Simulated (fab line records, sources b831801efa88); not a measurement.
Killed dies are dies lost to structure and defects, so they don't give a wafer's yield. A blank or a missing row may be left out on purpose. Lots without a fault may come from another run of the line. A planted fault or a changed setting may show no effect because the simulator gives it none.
A struck lot beside a sound one | flow sky130 | 31 steps out of a route of 708
Sound: wafers L385.1, L385.2, L385.5. Struck: wafer L398.5. (L398.1, L398.2 of the same lot were not struck and are left out.) The cause comes at the end.
At each step with rows: each side's tool, then ch and its chambers, then its first start. Under that, the readings that differ: sound wafers | struck wafers | difference of the means | sigmas: that difference in standard deviations of wafers without a fault.
alike: readings whose means differ by less than 2 such deviations, and words and numbers that are the same on both sides. not compared: withheld readings, readings that some wafer has no value for, bounds like >300 that may hide the same value, and numbers for which the record gives no deviation and whose values overlap.
The two part at a step that has a row with sigmas, a row that says differs or no value, or rows on one side only. Numbers that don't overlap but have no deviation are shown without sigmas and don't part them. A reading that every wafer of one side lacks parts them only if that side has two wafers or more.

SKY_LI_CONTACT_OVL_MEAS_13:
  sound on overlay-02, day 29 20:20; struck on overlay-01, day 34 04:11
  alike: LI_CONTACT_OVL
then, 1 step without rows for these wafers: SKY_LI_CONTACT_ETCH_14 (etches BARC in N2/H2, stops on SiO2, time 45.9 s, target depth 60 nm).
SKY_LI_CONTACT_ETCH_15: etches PSG in C4F8/O2/Ar, stops on Si, target depth 600 nm.
  sound on rie_diel-04 ch 2,3, day 29 20:25; struck on rie_diel-04 ch 1, day 34 04:16
  alike: oes_product_au
SKY_LI_CONTACT_STRIP_16: strips in O2/N2.
  sound on plasma_asher-01 ch 0,1, day 29 20:30; struck on plasma_asher-01 ch 1, day 34 04:20
  alike: drypump_motor_current_A, oes_product_au, strip_time_to_endpoint_s
  not compared: rf_hours_counter_h
then, 3 steps without rows for these wafers: SKY_LI_CONTACT_CLEAN_17 (cleans in NMP, time 600 s); SKY_LI_CONTACT_PRE_CLEAN_18 (time 5.6 s); SKY_LI_CONTACT_SPUTTER_19 (material Ti, target thk 20 nm, time 106.37 s).
SKY_LI_CONTACT_SPUTTER_20: material TiN, target thk 20 nm, time 80 s.
  sound on pvd_sputter-04, day 29 20:53; struck on pvd_sputter-03, day 34 04:44
  alike: throttle_valve_pct
then, 1 step without rows for these wafers: SKY_LI_CONTACT_CVD_21 (deposits W, target thk 400 nm, time 120.56 s).
SKY_LI_CONTACT_RS_MEAS_22: measures by four-point-probe.
  sound on film_metro-03, day 29 21:04; struck on film_metro-03, day 34 04:55
  alike: LI_CONTACT_W_RS
SKY_LI_CONTACT_THK_MEAS_23: measures by xrf.
  sound on film_metro-03, day 29 21:11; struck on film_metro-03, day 34 05:02
  alike: LI_CONTACT_W_THK
then, 1 step without rows for these wafers: SKY_LI_CONTACT_CMP_24 (polishes, stops on PSG, t overpolish 20 s, target thk 0 nm).
SKY_LOCAL_INTERCONNECT_SPUTTER_00: material TiN, target thk 100 nm, time 83.3 s.
  sound on pvd_sputter-01, day 29 21:38; struck on pvd_sputter-01, day 34 05:24
  reading                                                | sound             | struck | difference | sigmas
  model.TiN_of_LOCAL_INTERCONNECT_SPUTTER_00.thk_nm (nm) | 100.9 100.9 101.5 | 75.8   | -25.3      |
  alike: throttle_valve_pct
SKY_LOCAL_INTERCONNECT_RS_MEAS_01: measures by four-point-probe.
  sound on film_metro-04, day 29 21:42; struck on film_metro-03, day 34 05:28
  reading                            | sound             | struck | difference | sigmas
  LOCAL_INTERCONNECT_TIN_RS (ohm/sq) | 14.03 14.01 13.94 | 18.92  | +4.93      | +35
SKY_LOCAL_INTERCONNECT_THK_MEAS_02: measures by xrf.
  sound on film_metro-04, day 29 21:49; struck on film_metro-03, day 34 05:35
  reading                         | sound             | struck | difference | sigmas
  LOCAL_INTERCONNECT_TIN_THK (nm) | 102.3 102.5 103.1 | 76.7   | -25.9      | -24
then, 8 steps without rows for these wafers: SKY_LOCAL_INTERCONNECT_DEHYDRATE_03 (time 60 s); SKY_LOCAL_INTERCONNECT_HMDS_04 (prime time 60 s); SKY_LOCAL_INTERCONNECT_COAT_05 (resist thk 60 nm); SKY_LOCAL_INTERCONNECT_COAT_06 (resist thk 450 nm); SKY_LOCAL_INTERCONNECT_SOFTBAKE_07 (time 90 s); SKY_LOCAL_INTERCONNECT_EXPOSE_08 (exposes mask LI1M, target cd 170 nm); SKY_LOCAL_INTERCONNECT_PEB_09; SKY_LOCAL_INTERCONNECT_DEVELOP_10 (develop time 60 s).
SKY_LOCAL_INTERCONNECT_CD_MEAS_11: target cd 170 nm.
  sound on cd_sem-02, day 31 00:58; struck on cd_sem-01, day 35 08:16
  alike: cd_nm
SKY_LOCAL_INTERCONNECT_OVL_MEAS_12:
  sound on overlay-01, day 31 01:05; struck on overlay-01, day 35 08:23
  reading                     | sound   | struck | difference | sigmas
  LOCAL_INTERCONNECT_OVL (nm) | 16 7 13 | -2     | -14        | -2
SKY_LOCAL_INTERCONNECT_ETCH_13: etches BARC in N2/H2, stops on SiO2, time 45.9 s, target depth 60 nm.
  sound on rie_metal-02 ch 0,1, day 31 01:07; struck on rie_metal-04 ch 0, day 35 08:25
  alike: drypump_motor_current_A, h2_flow_sccm, oes_product_au, throttle_valve_pct
  not compared: rf_hours_counter_h
SKY_LOCAL_INTERCONNECT_METAL_ETCH_14: etches TiN in Cl2/BCl3, stops on PSG, target depth 110 nm, time 31.4 s.
  sound on rie_metal-02 ch 0,1, day 31 01:11; struck on rie_metal-04 ch 0, day 35 08:29
  reading                | sound                | struck | difference | sigmas
  oes_product_au (a.u.)  | 0.947 0.943 0.946    | 0.808  | -0.137     | -20
  throttle_valve_pct (%) | 21.898 21.903 21.892 | 21.989 | +0.091     | +10
  alike: drypump_motor_current_A
  not compared: rf_hours_counter_h
SKY_LOCAL_INTERCONNECT_STRIP_15: strips in O2/N2.
  sound on plasma_asher-04 ch 0,1, day 31 01:14; struck on plasma_asher-03 ch 0, day 35 08:32
  alike: drypump_motor_current_A, oes_product_au, strip_time_to_endpoint_s
  not compared: rf_hours_counter_h
SKY_LOCAL_INTERCONNECT_STRIP_16: strips in post etch residue remover, time 1200 s.
  sound on wet_bench-04 ch 2, day 31 01:20; struck on wet_bench-03 ch 1, day 35 08:38
  reading                                                | sound             | struck | difference | sigmas
  model.TiN_of_LOCAL_INTERCONNECT_SPUTTER_00.thk_nm (nm) | 100.5 100.5 101.1 | 75.39  | -25.31     |
  alike: bath_heat_duty_pct, temp_c
then, 1 step without rows for these wafers: SKY_LOCAL_INTERCONNECT_CLEAN_17 (cleans in IPA, time 180 s).
-- the record jumps here: 14 days lie between the struck wafers' starts before and after (it left off in module LOCAL_INTERCONNECT and takes up again in module PAD_OPEN, whose first step shown is number 708 of the route) --
SKY_PAD_OPEN_PROBE_99:
  sound on prober-02, day 46 04:29; struck on prober-01, day 49 11:35
  reading                        | sound             | struck | difference | sigmas
  model.etest.res_li.line_ohm_um | 74.69 74.63 74.01 | 99.54  | +25.10     |
  model.etest.res_li.rs_ohm_sq   | 12.74 12.85 12.63 | 17.07  | +4.33      |
  model.etest.mcon_chain.rc_ohm  | 16.73 17.02 16.81 | 18.7   | +1.8       |
  alike: killed_at_M0_to_M3, killed_at_M4_up, killed_at_contacts, killed_at_front_end, killed_at_other, killed_dies, killed_open, killed_short

WHERE THEY PART
First at SKY_LOCAL_INTERCONNECT_RS_MEAS_01; last, within this record, at SKY_LOCAL_INTERCONNECT_METAL_ETCH_14. Later steps at which nothing parts them and some readings are alike: SKY_LOCAL_INTERCONNECT_STRIP_15, SKY_LOCAL_INTERCONNECT_STRIP_16, SKY_PAD_OPEN_PROBE_99.

WHY: what the simulator had put in
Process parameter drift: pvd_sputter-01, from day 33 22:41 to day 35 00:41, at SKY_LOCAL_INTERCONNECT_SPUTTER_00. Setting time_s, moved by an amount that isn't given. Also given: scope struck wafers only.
